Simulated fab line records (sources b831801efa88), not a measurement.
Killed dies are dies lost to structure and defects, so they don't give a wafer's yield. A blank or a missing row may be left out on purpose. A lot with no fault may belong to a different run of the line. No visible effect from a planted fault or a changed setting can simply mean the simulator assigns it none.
Check of tool commonality	flow sky130	Sample size 13 lots and 39 wafers

THE REASON FOR OPENING IT
SKY_VT_ADJUST_PCH_TW_MEAS_10, reading VT_ADJUST_PCH_TW: flagged on 1 of 13 lots. No-fault wafers: 142.4, standard deviation 1.2.
Rule: a lot is flagged in two cases, either no wafer of it has a number, or all its wafers with numbers fall more than 4 standard deviations from that mean. The other lots count as sound.

lot	measured	on	VT_ADJUST_PCH_TW, wafer by wafer	flag
L351	day 10 12:27	film_metro-01	140.6 140.4 140.7	
L353	day 11 01:52	film_metro-02	142.7 143.4 143.0	
L354	day 11 08:39	film_metro-01	141.1 141.4 140.6	
L355	day 11 23:43	film_metro-02	143.2 144.1 144.3	
L356	day 12 18:43	film_metro-02	144.3 142.9 143.3	
L358	day 13 07:06	film_metro-04	143.7 143.5 143.1	
L359	day 13 09:54	film_metro-02	143.4 143.9 143.5	
L360	day 13 09:58	film_metro-04	143.7 143.6 143.8	
L364	day 14 17:22	film_metro-01	141.1 140.2 140.6	
L367	day 15 14:16	film_metro-01	29.7 29.7 29.5	FLAGGED
L366	day 15 17:44	film_metro-04	143.1 143.0 142.8	
L369	day 16 14:12	film_metro-02	143.8 143.2 143.5	
L373	day 18 08:12	film_metro-01	141.2 140.9 140.9	
Average over the flagged lots: 29.6; offset from the usual -112.8, equal to -94 standard deviations.

EACH LOT AND THE TOOL IT RAN ON
The record holds 1 process step before the reading, out of a route of 708 steps. In each cell: the tool, then ch and the chambers that the sampled wafers went through, then the start.
lot	flag	SKY_VT_ADJUST_PCH_EXPOSE_04
L351		iline_stepper-02 ch 0, day 10 02:01
L353		iline_stepper-01 ch 0, day 10 14:22
L354		iline_stepper-01 ch 0, day 10 20:35
L355		iline_stepper-01 ch 0, day 11 11:21
L356		iline_stepper-01 ch 0, day 12 06:17
L358		iline_stepper-02 ch 0, day 12 19:14
L359		iline_stepper-01 ch 0, day 12 22:35
L360		iline_stepper-02 ch 0, day 12 23:05
L364		iline_stepper-01 ch 0, day 14 04:05
L367	FLAGGED	iline_stepper-01 ch 0, day 15 00:42
L366		iline_stepper-01 ch 0, day 15 03:35
L369		iline_stepper-01 ch 0, day 15 23:45
L373		iline_stepper-02 ch 0, day 17 16:48
What is done by these steps:
- SKY_VT_ADJUST_PCH_EXPOSE_04: exposes mask NWM, target cd 840 nm.
- SKY_VT_ADJUST_PCH_TW_MEAS_10

FLAGGED AGAINST TOTAL, ONE TOOL AT A TIME (gauges that did the reading follow at the end)
step	tool	lots run	flagged	share of the flagged lots	sound lots run after its first flagged lot
SKY_VT_ADJUST_PCH_EXPOSE_04	iline_stepper-01	9	1	all	2 (L366,L369)
SKY_VT_ADJUST_PCH_EXPOSE_04	iline_stepper-02	4	0	none	-
SKY_VT_ADJUST_PCH_TW_MEAS_10	film_metro-01	5	1	all	1 (L373)
SKY_VT_ADJUST_PCH_TW_MEAS_10	film_metro-02	5	0	none	-
SKY_VT_ADJUST_PCH_TW_MEAS_10	film_metro-04	3	0	none	-

WHAT IS ALLOWED BY THE TABLE
Table rows that saw every flagged lot: 2, namely iline_stepper-01 at SKY_VT_ADJUST_PCH_EXPOSE_04 and film_metro-01 at SKY_VT_ADJUST_PCH_TW_MEAS_10.
- iline_stepper-01 at SKY_VT_ADJUST_PCH_EXPOSE_04: 1 of its 9 lots flagged. Sound lots ran on it after the first flagged one (L366, L369), which a lasting fault on the whole tool wouldn't allow.
- film_metro-01 at SKY_VT_ADJUST_PCH_TW_MEAS_10: 1 of its 5 lots flagged. Sound lots ran on it after the first flagged one (L373), which a lasting fault on the whole tool wouldn't allow.
No row of the table ran every flagged lot and no sound lot after the first.

WHAT THE SIMULATOR HAD INSERTED
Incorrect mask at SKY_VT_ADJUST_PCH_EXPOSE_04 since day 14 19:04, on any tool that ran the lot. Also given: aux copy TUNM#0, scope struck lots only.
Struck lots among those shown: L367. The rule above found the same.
